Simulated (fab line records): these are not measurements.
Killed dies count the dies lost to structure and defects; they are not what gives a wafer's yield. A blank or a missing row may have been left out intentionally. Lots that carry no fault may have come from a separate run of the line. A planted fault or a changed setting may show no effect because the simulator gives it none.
Chamber matching ; flow gf180mcu ; GF_V3_CVD_02 on pecvd-02: 3 sister chambers
The step deposits SiO2 from TEOS, target thk 850 nm, time 94.851 s. 14 wafers are shown with their chamber, then 7 later ones without.

== EACH WAFER AND ITS CHAMBER ==
wafer;chamber;heaterPowerW (W)
L933.3;0;808
L933.4;0;631
L933.5;2;742
L939.4;1;845
L939.5;2;576
L939.6;0;641
L949.2;1;948
L949.3;0;637
L949.4;0;690
L950.2;1;819
L950.3;2;689
L950.4;1;873
L951.2;0;741
L951.3;2;744

SIGNATURES, as means of the wafers listed above
reading;chamber 0;chamber 1;chamber 2;scatter within a chamber
heaterPowerW;691.33;871.25;687.75;69.5
Rule: distance of a wafer from a chamber = root of the sum over the readings of ((wafer's reading minus chamber's mean) / reading's scatter) squared. The wafer belongs to the nearest chamber; if the next one is less than 2 further off, it can't be placed. The scatter: take each reading less its chamber's mean, square it, sum over the shown wafers, divide by the number of wafers less the number of chambers, and take the root.

== WAFERS WITH NO CHAMBER GIVEN ==
wafer;heaterPowerW (W)
L951.6;745
L952.1;928
L952.5;702
L952.6;751
L953.1;755
L953.4;623
L953.5;619

== THE CHAMBER EACH PASSED THROUGH ==
wafer;from the rows above;in truth
L951.6;can't be placed: 0 or 2 or 1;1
L952.1;1;1
L952.5;can't be placed: 0 or 2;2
L952.6;can't be placed: 0 or 2 or 1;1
L953.1;can't be placed: 0 or 2 or 1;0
L953.4;can't be placed: 2 or 0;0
L953.5;can't be placed: 2 or 0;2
Correct placement for 1 of the 7. These rows do not allow placing 6 (true chamber among the candidates in 6). Placed wrongly: 0.
